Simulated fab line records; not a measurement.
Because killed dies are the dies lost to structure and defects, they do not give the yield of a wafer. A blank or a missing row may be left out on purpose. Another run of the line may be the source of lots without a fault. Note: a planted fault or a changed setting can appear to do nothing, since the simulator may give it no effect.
Which tool was responsible? :: flow sky130 :: 39 wafers from 13 lots sampled at 5 of the route's 708 steps

## WHAT THE GAUGES READ, wafer by wafer
SKY_SONOS_ONO_THK_MEAS_01. Usual: SONOS_ONO_OXIDATION_THK 2.62 nm, standard deviation 0.059.
lot: L382
measured: day 11 04:34
on: film-metro-02
SONOS_ONO_OXIDATION_THK (nm): 2.65 2.58 2.62
flag: 

lot: L383
measured: day 11 18:31
on: film-metro-02
SONOS_ONO_OXIDATION_THK (nm): 2.59 2.66 2.56
flag: 

lot: L384
measured: day 12 07:08
on: film-metro-03
SONOS_ONO_OXIDATION_THK (nm): 2.62 2.64 2.64
flag: 

lot: L386
measured: day 12 19:53
on: film-metro-03
SONOS_ONO_OXIDATION_THK (nm): 2.64 2.63 2.60
flag: 

lot: L389
measured: day 13 16:42
on: film-metro-03
SONOS_ONO_OXIDATION_THK (nm): 2.20 2.21 2.18
flag: OFF

lot: L390
measured: day 14 03:48
on: film-metro-01
SONOS_ONO_OXIDATION_THK (nm): 2.25 2.23 2.23
flag: OFF

lot: L395
measured: day 15 19:44
on: film-metro-01
SONOS_ONO_OXIDATION_THK (nm): 2.58 2.59 2.59
flag: 

lot: L398
measured: day 16 14:13
on: film-metro-03
SONOS_ONO_OXIDATION_THK (nm): 2.80 2.77 2.76
flag: 

lot: L401
measured: day 17 15:47
on: film-metro-03
SONOS_ONO_OXIDATION_THK (nm): 2.59 2.64 2.61
flag: 

lot: L402
measured: day 17 23:11
on: film-metro-02
SONOS_ONO_OXIDATION_THK (nm): 2.56 2.65 2.61
flag: 

lot: L403
measured: day 18 04:24
on: film-metro-01
SONOS_ONO_OXIDATION_THK (nm): 2.57 2.51 2.51
flag: 

lot: L404
measured: day 18 22:01
on: film-metro-01
SONOS_ONO_OXIDATION_THK (nm): 2.68 2.71 2.65
flag: 

lot: L405
measured: day 19 04:25
on: film-metro-03
SONOS_ONO_OXIDATION_THK (nm): 2.60 2.62 2.66
flag: 

SKY_LDD_P_CD_MEAS_07: the cd target is 380 nm. Usual: cd-nm 380.2 nm, standard deviation 2.6.
lot: L382
measured: day 18 19:28
on: cd-sem-01
cd-nm (nm): 374.9 375.7 375.2
flag: 

lot: L383
measured: day 19 08:09
on: cd-sem-02
cd-nm (nm): 381.6 380.9 381.2
flag: 

lot: L384
measured: day 19 22:43
on: cd-sem-02
cd-nm (nm): 377.8 377.7 379.4
flag: 

lot: L386
measured: day 20 17:02
on: cd-sem-02
cd-nm (nm): 384.4 380.0 381.9
flag: 

lot: L389
measured: day 21 13:49
on: cd-sem-02
cd-nm (nm): 381.3 379.5 381.4
flag: 

lot: L390
measured: day 22 05:10
on: cd-sem-01
cd-nm (nm): 384.1 383.6 385.5
flag: 

lot: L395
measured: day 24 18:20
on: cd-sem-01
cd-nm (nm): 377.0 381.0 379.4
flag: 

lot: L398
measured: day 24 17:35
on: cd-sem-01
cd-nm (nm): 382.6 385.4 383.9
flag: 

lot: L401
measured: day 25 20:07
on: cd-sem-01
cd-nm (nm): 379.2 379.9 381.1
flag: 

lot: L402
measured: day 26 04:57
on: cd-sem-01
cd-nm (nm): 383.6 383.0 381.8
flag: 

lot: L403
measured: day 26 08:47
on: cd-sem-02
cd-nm (nm): 381.1 381.3 381.0
flag: 

lot: L404
measured: day 26 20:44
on: cd-sem-01
cd-nm (nm): 379.5 379.5 379.4
flag: 

lot: L405
measured: day 27 03:41
on: cd-sem-02
cd-nm (nm): 375.3 375.3 379.2
flag: 

SKY_METAL1_CD_MEAS_15: the cd target is 140 nm. Usual: cd-nm 140.1 nm, standard deviation 1.4.
lot: L382
measured: day 32 13:17
on: cd-sem-01
cd-nm (nm): 141.0 141.0 139.9
flag: 

lot: L383
measured: day 33 02:39
on: cd-sem-02
cd-nm (nm): 140.4 138.5 140.0
flag: 

lot: L384
measured: day 33 13:44
on: cd-sem-01
cd-nm (nm): 137.2 137.2 138.0
flag: 

lot: L386
measured: day 34 08:20
on: cd-sem-01
cd-nm (nm): 141.1 140.9 141.1
flag: 

lot: L389
measured: day 35 01:49
on: cd-sem-02
cd-nm (nm): 140.0 140.3 139.3
flag: 

lot: L390
measured: day 35 14:43
on: cd-sem-01
cd-nm (nm): 139.9 140.7 139.7
flag: 

lot: L395
measured: day 37 22:42
on: cd-sem-02
cd-nm (nm): 142.4 143.3 142.5
flag: 

lot: L398
measured: day 37 18:33
on: cd-sem-02
cd-nm (nm): 141.6 142.1 142.4
flag: 

lot: L401
measured: day 38 17:02
on: cd-sem-01
cd-nm (nm): 141.1 140.4 139.9
flag: 

lot: L402
measured: day 39 02:59
on: cd-sem-01
cd-nm (nm): 140.1 139.1 138.7
flag: 

lot: L403
measured: day 39 05:32
on: cd-sem-01
cd-nm (nm): 139.7 141.8 140.7
flag: 

lot: L404
measured: day 39 13:34
on: cd-sem-02
cd-nm (nm): 141.1 142.1 143.1
flag: 

lot: L405
measured: day 39 18:21
on: cd-sem-01
cd-nm (nm): 138.7 139.1 137.6
flag: 

SKY_VIA1_CD_MEAS_12: the cd target is 150 nm. Usual: cd-nm 149.7 nm, standard deviation 1.9.
lot: L382
measured: day 33 16:25
on: cd-sem-02
cd-nm (nm): 149.1 148.6 149.0
flag: 

lot: L383
measured: day 34 07:17
on: cd-sem-01
cd-nm (nm): 152.6 150.6 153.8
flag: 

lot: L384
measured: day 34 18:13
on: cd-sem-02
cd-nm (nm): 147.7 147.0 147.5
flag: 

lot: L386
measured: day 35 12:16
on: cd-sem-01
cd-nm (nm): 149.2 149.7 149.5
flag: 

lot: L389
measured: day 36 05:37
on: cd-sem-01
cd-nm (nm): 149.4 148.8 147.9
flag: 

lot: L390
measured: day 36 18:04
on: cd-sem-01
cd-nm (nm): 150.0 151.1 150.5
flag: 

lot: L395
measured: day 39 02:09
on: cd-sem-02
cd-nm (nm): 149.9 149.7 150.3
flag: 

lot: L398
measured: day 38 20:23
on: cd-sem-02
cd-nm (nm): 150.1 147.6 148.2
flag: 

lot: L401
measured: day 39 19:22
on: cd-sem-02
cd-nm (nm): 147.3 148.8 145.9
flag: 

lot: L402
measured: day 40 05:30
on: cd-sem-01
cd-nm (nm): 153.4 153.9 153.9
flag: 

lot: L403
measured: day 40 07:38
on: cd-sem-01
cd-nm (nm): 149.4 151.3 149.1
flag: 

lot: L404
measured: day 40 15:36
on: cd-sem-02
cd-nm (nm): 146.4 147.8 146.5
flag: 

lot: L405
measured: day 40 20:31
on: cd-sem-01
cd-nm (nm): 150.3 149.7 151.0
flag: 

## WHAT TOOL EACH LOT RAN ON (gives the tool, then ch and the chambers of the sampled wafers, and finally the start)
lot: L382
SKY_SONOS_ONO_OXIDATION_00: furnace-02 ch 0, day 11 03:13

lot: L383
SKY_SONOS_ONO_OXIDATION_00: furnace-02 ch 0, day 11 17:09

lot: L384
SKY_SONOS_ONO_OXIDATION_00: furnace-02 ch 0, day 12 05:47

lot: L386
SKY_SONOS_ONO_OXIDATION_00: furnace-02 ch 0, day 12 18:32

lot: L389
SKY_SONOS_ONO_OXIDATION_00: furnace-02 ch 0, day 13 15:20

lot: L390
SKY_SONOS_ONO_OXIDATION_00: furnace-02 ch 0, day 14 02:27

lot: L395
SKY_SONOS_ONO_OXIDATION_00: furnace-01 ch 0, day 15 18:23

lot: L398
SKY_SONOS_ONO_OXIDATION_00: furnace-02 ch 0, day 16 12:51

lot: L401
SKY_SONOS_ONO_OXIDATION_00: furnace-02 ch 0, day 17 14:26

lot: L402
SKY_SONOS_ONO_OXIDATION_00: furnace-01 ch 0, day 17 21:50

lot: L403
SKY_SONOS_ONO_OXIDATION_00: furnace-02 ch 0, day 18 03:02

lot: L404
SKY_SONOS_ONO_OXIDATION_00: furnace-02 ch 0, day 18 20:40

lot: L405
SKY_SONOS_ONO_OXIDATION_00: furnace-02 ch 0, day 19 03:04
- SKY_SONOS_ONO_OXIDATION_00: stabilise 600 s, purge 300 s, target thk 2.6 nm.

## WHAT THE TOOLS THEMSELVES READ (means of the sampled wafers that have a number; where no wafer has one, the mark that the record gives instead)
SKY_SONOS_ONO_OXIDATION_00. Usual: ox-temp-c 800.0 C, standard deviation 0.4; zone-power-lower-pct 13.91 %, standard deviation 0.15.
lot: L382
tool: furnace-02
ox-temp-c (C): 799.8
zone-power-lower-pct (%): 13.87
flag: 

lot: L383
tool: furnace-02
ox-temp-c (C): 800.4
zone-power-lower-pct (%): 13.99
flag: 

lot: L384
tool: furnace-02
ox-temp-c (C): 800.0
zone-power-lower-pct (%): 13.96
flag: 

lot: L386
tool: furnace-02
ox-temp-c (C): 800.1
zone-power-lower-pct (%): 13.85
flag: 

lot: L389
tool: furnace-02
ox-temp-c (C): 800.2
zone-power-lower-pct (%): 13.94
flag: 

lot: L390
tool: furnace-02
ox-temp-c (C): 800.4
zone-power-lower-pct (%): 13.89
flag: 

lot: L395
tool: furnace-01
ox-temp-c (C): 799.8
zone-power-lower-pct (%): 14.06
flag: 

lot: L398
tool: furnace-02
ox-temp-c (C): 800.4
zone-power-lower-pct (%): 13.97
flag: 

lot: L401
tool: furnace-02
ox-temp-c (C): 800.2
zone-power-lower-pct (%): 13.87
flag: 

lot: L402
tool: furnace-01
ox-temp-c (C): 800.4
zone-power-lower-pct (%): 13.78
flag: 

lot: L403
tool: furnace-02
ox-temp-c (C): 800.1
zone-power-lower-pct (%): 13.93
flag: 

lot: L404
tool: furnace-02
ox-temp-c (C): 800.4
zone-power-lower-pct (%): 13.75
flag: 

lot: L405
tool: furnace-02
ox-temp-c (C): 800.1
zone-power-lower-pct (%): 13.90
flag: 

## THE ANSWER, worked out from the rows above alone
Rule: lot off if the mean of its wafers having a number is beyond 3 standard deviations from the usual mean. A lot without any number at a reading at which 4 lots or more have one is off too. Any other lot the step has rows for is counted as sound. First the gauges in route order, then the tools' own readings, where a lot's mean is used as printed above. At the first step where some lot is off, the reading lying furthest off is the one used; lots without a number count as furthest.
Off: at SKY_SONOS_ONO_THK_MEAS_01 (SONOS_ONO_OXIDATION_THK), L389, L390.
A tool fits if, at a process step before that reading, it ran every lot that is off, and no sound lot after the first of them. Those tools and the gauges at SKY_SONOS_ONO_THK_MEAS_01 are tried in the same way. Not one of the candidates tried fits.

## WHAT THE SIMULATOR HAD INSERTED
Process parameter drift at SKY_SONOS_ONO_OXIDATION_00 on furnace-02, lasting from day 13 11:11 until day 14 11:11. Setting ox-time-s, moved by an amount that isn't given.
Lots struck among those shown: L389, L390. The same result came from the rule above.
